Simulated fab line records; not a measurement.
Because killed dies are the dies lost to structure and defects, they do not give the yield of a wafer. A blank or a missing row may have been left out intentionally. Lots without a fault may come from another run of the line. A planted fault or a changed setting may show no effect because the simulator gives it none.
Which tool was responsible? || flow sky130 || 13 lots, 39 wafers sampled, at 4 steps of a route of 708

== WHAT EACH GAUGE READ, for each wafer ==
SKY_FIELD_ISO_CD_MEAS_13: target cd 150 nm. Usual: cd_nm at 150.1 nm, with a standard deviation of 1.5.
{"lot": "L828", "measured": "day 2 05:09", "on": "cd_sem-01", "cd_nm (nm)": "150.0 149.8 149.5", "flag": ""}
{"lot": "L829", "measured": "day 2 11:35", "on": "cd_sem-02", "cd_nm (nm)": "150.3 150.5 148.3", "flag": ""}
{"lot": "L830", "measured": "day 2 14:45", "on": "cd_sem-02", "cd_nm (nm)": "150.1 151.5 151.6", "flag": ""}
{"lot": "L832", "measured": "day 3 02:22", "on": "cd_sem-02", "cd_nm (nm)": "148.0 148.2 148.7", "flag": ""}
{"lot": "L835", "measured": "day 3 16:57", "on": "cd_sem-02", "cd_nm (nm)": "150.0 150.3 152.3", "flag": ""}
{"lot": "L843", "measured": "day 5 11:34", "on": "cd_sem-02", "cd_nm (nm)": "150.8 150.2 151.5", "flag": ""}
{"lot": "L845", "measured": "day 5 20:33", "on": "cd_sem-02", "cd_nm (nm)": "149.0 147.8 148.7", "flag": ""}
{"lot": "L846", "measured": "day 6 02:04", "on": "cd_sem-02", "cd_nm (nm)": "152.4 151.8 152.9", "flag": ""}
{"lot": "L847", "measured": "day 6 05:52", "on": "cd_sem-02", "cd_nm (nm)": "149.2 150.5 151.2", "flag": ""}
{"lot": "L848", "measured": "day 6 11:52", "on": "cd_sem-02", "cd_nm (nm)": "151.1 151.3 151.6", "flag": ""}
{"lot": "L849", "measured": "day 6 21:54", "on": "cd_sem-01", "cd_nm (nm)": "149.7 150.7 150.6", "flag": ""}
{"lot": "L850", "measured": "day 7 01:52", "on": "cd_sem-02", "cd_nm (nm)": "148.6 148.0 150.2", "flag": ""}
{"lot": "L851", "measured": "day 7 07:22", "on": "cd_sem-01", "cd_nm (nm)": "148.9 149.3 149.5", "flag": ""}

SKY_FIELD_ISO_THK_MEAS_23. Usual: FIELD_ISO_OXIDATION_01_THK gives 10.02 nm (standard deviation 0.2).
{"lot": "L828", "measured": "day 2 06:59", "on": "film_metro-02", "FIELD_ISO_OXIDATION_01_THK (nm)": "10.08 10.33 10.24", "flag": ""}
{"lot": "L829", "measured": "day 2 13:25", "on": "film_metro-03", "FIELD_ISO_OXIDATION_01_THK (nm)": "9.76 9.71 9.82", "flag": ""}
{"lot": "L830", "measured": "day 2 16:55", "on": "film_metro-04", "FIELD_ISO_OXIDATION_01_THK (nm)": "9.80 9.78 9.77", "flag": ""}
{"lot": "L832", "measured": "day 3 04:54", "on": "film_metro-03", "FIELD_ISO_OXIDATION_01_THK (nm)": "10.04 10.11 10.15", "flag": ""}
{"lot": "L835", "measured": "day 3 19:30", "on": "film_metro-03", "FIELD_ISO_OXIDATION_01_THK (nm)": "10.32 10.17 10.20", "flag": ""}
{"lot": "L843", "measured": "day 5 13:25", "on": "film_metro-02", "FIELD_ISO_OXIDATION_01_THK (nm)": "10.08 9.89 10.24", "flag": ""}
{"lot": "L845", "measured": "day 6 03:04", "on": "film_metro-03", "FIELD_ISO_OXIDATION_01_THK (nm)": "9.99 10.01 10.11", "flag": ""}
{"lot": "L846", "measured": "day 6 07:11", "on": "film_metro-03", "FIELD_ISO_OXIDATION_01_THK (nm)": "10.08 10.01 10.10", "flag": ""}
{"lot": "L847", "measured": "day 6 11:11", "on": "film_metro-02", "FIELD_ISO_OXIDATION_01_THK (nm)": "10.45 10.35 10.28", "flag": ""}
{"lot": "L848", "measured": "day 6 15:38", "on": "film_metro-02", "FIELD_ISO_OXIDATION_01_THK (nm)": "10.02 9.86 10.11", "flag": ""}
{"lot": "L849", "measured": "day 6 23:56", "on": "film_metro-03", "FIELD_ISO_OXIDATION_01_THK (nm)": "9.69 9.69 9.70", "flag": ""}
{"lot": "L850", "measured": "day 7 03:50", "on": "film_metro-02", "FIELD_ISO_OXIDATION_01_THK (nm)": "9.92 9.83 9.66", "flag": ""}
{"lot": "L851", "measured": "day 7 09:13", "on": "film_metro-03", "FIELD_ISO_OXIDATION_01_THK (nm)": "9.85 10.02 10.06", "flag": ""}

SKY_DNWELL_TW_MEAS_09. Usual: DNWELL_TW gives 1112 (standard deviation 11).
{"lot": "L828", "measured": "day 3 03:34", "on": "film_metro-01", "DNWELL_TW": "1113 1109 1111", "flag": ""}
{"lot": "L829", "measured": "day 3 09:31", "on": "film_metro-01", "DNWELL_TW": "1104 1104 1105", "flag": ""}
{"lot": "L830", "measured": "day 3 13:40", "on": "film_metro-01", "DNWELL_TW": "1105 1106 1106", "flag": ""}
{"lot": "L832", "measured": "day 4 01:43", "on": "film_metro-04", "DNWELL_TW": "1100 1104 1105", "flag": ""}
{"lot": "L835", "measured": "day 4 17:23", "on": "film_metro-04", "DNWELL_TW": "1104 1102 1106", "flag": ""}
{"lot": "L843", "measured": "day 6 11:46", "on": "film_metro-04", "DNWELL_TW": "1114 1117 1108", "flag": ""}
{"lot": "L845", "measured": "day 7 08:00", "on": "film_metro-03", "DNWELL_TW": "1134 1137 1135", "flag": ""}
{"lot": "L846", "measured": "day 7 11:06", "on": "film_metro-01", "DNWELL_TW": "1113 1116 1111", "flag": ""}
{"lot": "L847", "measured": "day 7 12:43", "on": "film_metro-01", "DNWELL_TW": "1118 1114 1120", "flag": ""}
{"lot": "L848", "measured": "day 7 17:06", "on": "film_metro-03", "DNWELL_TW": "1128 1129 1127", "flag": ""}
{"lot": "L849", "measured": "day 8 00:55", "on": "film_metro-01", "DNWELL_TW": "1113 1111 1105", "flag": ""}
{"lot": "L850", "measured": "day 8 04:35", "on": "film_metro-04", "DNWELL_TW": "1104 1099 1109", "flag": ""}
{"lot": "L851", "measured": "day 8 10:13", "on": "film_metro-01", "DNWELL_TW": "1099 1108 1105", "flag": ""}

== WHICH TOOL RAN EACH LOT (tool, then ch and the chambers of the sampled wafers, then the start) ==
{"lot": "L828", "SKY_FIELD_ISO_ETCH_17": "rie_si-02 ch 2,3, day 2 05:28"}
{"lot": "L829", "SKY_FIELD_ISO_ETCH_17": "rie_si-02 ch 0,1,3, day 2 11:53"}
{"lot": "L830", "SKY_FIELD_ISO_ETCH_17": "rie_si-01 ch 1,2,3, day 2 15:02"}
{"lot": "L832", "SKY_FIELD_ISO_ETCH_17": "rie_si-01 ch 0,2,3, day 3 02:41"}
{"lot": "L835", "SKY_FIELD_ISO_ETCH_17": "rie_si-01 ch 0,2,3, day 3 17:14"}
{"lot": "L843", "SKY_FIELD_ISO_ETCH_17": "rie_si-02 ch 1,3, day 5 11:53"}
{"lot": "L845", "SKY_FIELD_ISO_ETCH_17": "rie_si-01 ch 1,2,3, day 5 20:52"}
{"lot": "L846", "SKY_FIELD_ISO_ETCH_17": "rie_si-01 ch 0,1,2, day 6 02:20"}
{"lot": "L847", "SKY_FIELD_ISO_ETCH_17": "rie_si-02 ch 0,1,2, day 6 06:10"}
{"lot": "L848", "SKY_FIELD_ISO_ETCH_17": "rie_si-02 ch 0,2,3, day 6 12:11"}
{"lot": "L849", "SKY_FIELD_ISO_ETCH_17": "rie_si-01 ch 2,3, day 6 22:11"}
{"lot": "L850", "SKY_FIELD_ISO_ETCH_17": "rie_si-02 ch 0,2,3, day 7 02:07"}
{"lot": "L851", "SKY_FIELD_ISO_ETCH_17": "rie_si-01 ch 1,2,3, day 7 07:40"}
- SKY_FIELD_ISO_ETCH_17: etches Si in HBr/Cl2/O2, target depth 342 nm, time 97.7 s.

== WHAT THE TOOLS THEMSELVES READ (means of the sampled wafers that have a number; where no wafer has one, the mark that the record gives instead) ==
SKY_FIELD_ISO_ETCH_17. Usual: HBr_flow_sccm 150.0 sccm, standard deviation 0.46; chamber_pressure_mTorr 14.998 mTorr, standard deviation 0.015; drypump_motor_current_A 5.7 A, standard deviation 0.45; mfc_cl2_sccm 40.00 sccm, standard deviation 0.13; oes_product_au 1.003 a.u., standard deviation 0.0085; rf_fwd_power_W 596.0 W, standard deviation 1.9; throttle_valve_pct 25.654 %, standard deviation 0.0093.
{"lot": "L828", "tool": "rie_si-02", "HBr_flow_sccm (sccm)": 150.2, "chamber_pressure_mTorr (mTorr)": 15.002, "drypump_motor_current_A (A)": 6.4, "mfc_cl2_sccm (sccm)": 39.95, "oes_product_au (a.u.)": 1.001, "rf_fwd_power_W (W)": 595.3, "throttle_valve_pct (%)": 25.651, "flag": ""}
{"lot": "L829", "tool": "rie_si-02", "HBr_flow_sccm (sccm)": 150.3, "chamber_pressure_mTorr (mTorr)": 14.991, "drypump_motor_current_A (A)": 5.4, "mfc_cl2_sccm (sccm)": 40.05, "oes_product_au (a.u.)": 1.006, "rf_fwd_power_W (W)": 596.1, "throttle_valve_pct (%)": 25.653, "flag": ""}
{"lot": "L830", "tool": "rie_si-01", "HBr_flow_sccm (sccm)": 150.1, "chamber_pressure_mTorr (mTorr)": 14.985, "drypump_motor_current_A (A)": 5.5, "mfc_cl2_sccm (sccm)": 40.12, "oes_product_au (a.u.)": 1.005, "rf_fwd_power_W (W)": 597.1, "throttle_valve_pct (%)": 25.660, "flag": ""}
{"lot": "L832", "tool": "rie_si-01", "HBr_flow_sccm (sccm)": 150.1, "chamber_pressure_mTorr (mTorr)": 14.995, "drypump_motor_current_A (A)": 5.6, "mfc_cl2_sccm (sccm)": 40.02, "oes_product_au (a.u.)": 0.947, "rf_fwd_power_W (W)": 500.1, "throttle_valve_pct (%)": 25.693, "flag": "OFF"}
{"lot": "L835", "tool": "rie_si-01", "HBr_flow_sccm (sccm)": 149.9, "chamber_pressure_mTorr (mTorr)": 15.009, "drypump_motor_current_A (A)": 5.6, "mfc_cl2_sccm (sccm)": 40.01, "oes_product_au (a.u.)": 0.949, "rf_fwd_power_W (W)": 500.5, "throttle_valve_pct (%)": 25.678, "flag": "OFF"}
{"lot": "L843", "tool": "rie_si-02", "HBr_flow_sccm (sccm)": 150.3, "chamber_pressure_mTorr (mTorr)": 14.994, "drypump_motor_current_A (A)": 5.6, "mfc_cl2_sccm (sccm)": 40.01, "oes_product_au (a.u.)": 1.004, "rf_fwd_power_W (W)": 596.3, "throttle_valve_pct (%)": 25.657, "flag": ""}
{"lot": "L845", "tool": "rie_si-01", "HBr_flow_sccm (sccm)": 150.8, "chamber_pressure_mTorr (mTorr)": 15.002, "drypump_motor_current_A (A)": 5.5, "mfc_cl2_sccm (sccm)": 39.92, "oes_product_au (a.u.)": 1.003, "rf_fwd_power_W (W)": 596.5, "throttle_valve_pct (%)": 25.656, "flag": ""}
{"lot": "L846", "tool": "rie_si-01", "HBr_flow_sccm (sccm)": 149.8, "chamber_pressure_mTorr (mTorr)": 15.006, "drypump_motor_current_A (A)": 5.8, "mfc_cl2_sccm (sccm)": 39.96, "oes_product_au (a.u.)": 1.000, "rf_fwd_power_W (W)": 595.5, "throttle_valve_pct (%)": 25.652, "flag": ""}
{"lot": "L847", "tool": "rie_si-02", "HBr_flow_sccm (sccm)": 150.2, "chamber_pressure_mTorr (mTorr)": 14.989, "drypump_motor_current_A (A)": 5.6, "mfc_cl2_sccm (sccm)": 40.03, "oes_product_au (a.u.)": 1.000, "rf_fwd_power_W (W)": 595.7, "throttle_valve_pct (%)": 25.662, "flag": ""}
{"lot": "L848", "tool": "rie_si-02", "HBr_flow_sccm (sccm)": 149.9, "chamber_pressure_mTorr (mTorr)": 14.995, "drypump_motor_current_A (A)": 5.9, "mfc_cl2_sccm (sccm)": 39.92, "oes_product_au (a.u.)": 0.994, "rf_fwd_power_W (W)": 597.0, "throttle_valve_pct (%)": 25.660, "flag": ""}
{"lot": "L849", "tool": "rie_si-01", "HBr_flow_sccm (sccm)": 149.7, "chamber_pressure_mTorr (mTorr)": 14.991, "drypump_motor_current_A (A)": 5.5, "mfc_cl2_sccm (sccm)": 40.08, "oes_product_au (a.u.)": 1.000, "rf_fwd_power_W (W)": 596.3, "throttle_valve_pct (%)": 25.664, "flag": ""}
{"lot": "L850", "tool": "rie_si-02", "HBr_flow_sccm (sccm)": 150.1, "chamber_pressure_mTorr (mTorr)": 14.998, "drypump_motor_current_A (A)": 5.9, "mfc_cl2_sccm (sccm)": 39.94, "oes_product_au (a.u.)": 1.009, "rf_fwd_power_W (W)": 596.5, "throttle_valve_pct (%)": 25.662, "flag": ""}
{"lot": "L851", "tool": "rie_si-01", "HBr_flow_sccm (sccm)": 150.0, "chamber_pressure_mTorr (mTorr)": 15.007, "drypump_motor_current_A (A)": 5.5, "mfc_cl2_sccm (sccm)": 40.05, "oes_product_au (a.u.)": 1.013, "rf_fwd_power_W (W)": 595.7, "throttle_valve_pct (%)": 25.650, "flag": ""}

== THE ANSWER, worked out from the rows above alone ==
Rule: take the mean of a lot's wafers that have a number; if it is more than 3 standard deviations from the usual mean, the lot is off. Also off: a lot with no number at a reading for which 4 or more lots have one. The other lots that the step has rows for count as sound. The gauges are gone through in route order, then the tools' own readings, and for those a lot's mean is taken as printed above. The first step at which some lot is off is used, and at that step the reading that is off furthest; a lot without a number counts as furthest.
Off, at SKY_FIELD_ISO_ETCH_17 on rf_fwd_power_W: L832, L835.
A tool fits if, at that step or a process step before it, it ran every lot that is off, and no sound lot after the first of them. No candidate that was tried fits.

== WHAT WAS PUT IN BY THE SIMULATOR ==
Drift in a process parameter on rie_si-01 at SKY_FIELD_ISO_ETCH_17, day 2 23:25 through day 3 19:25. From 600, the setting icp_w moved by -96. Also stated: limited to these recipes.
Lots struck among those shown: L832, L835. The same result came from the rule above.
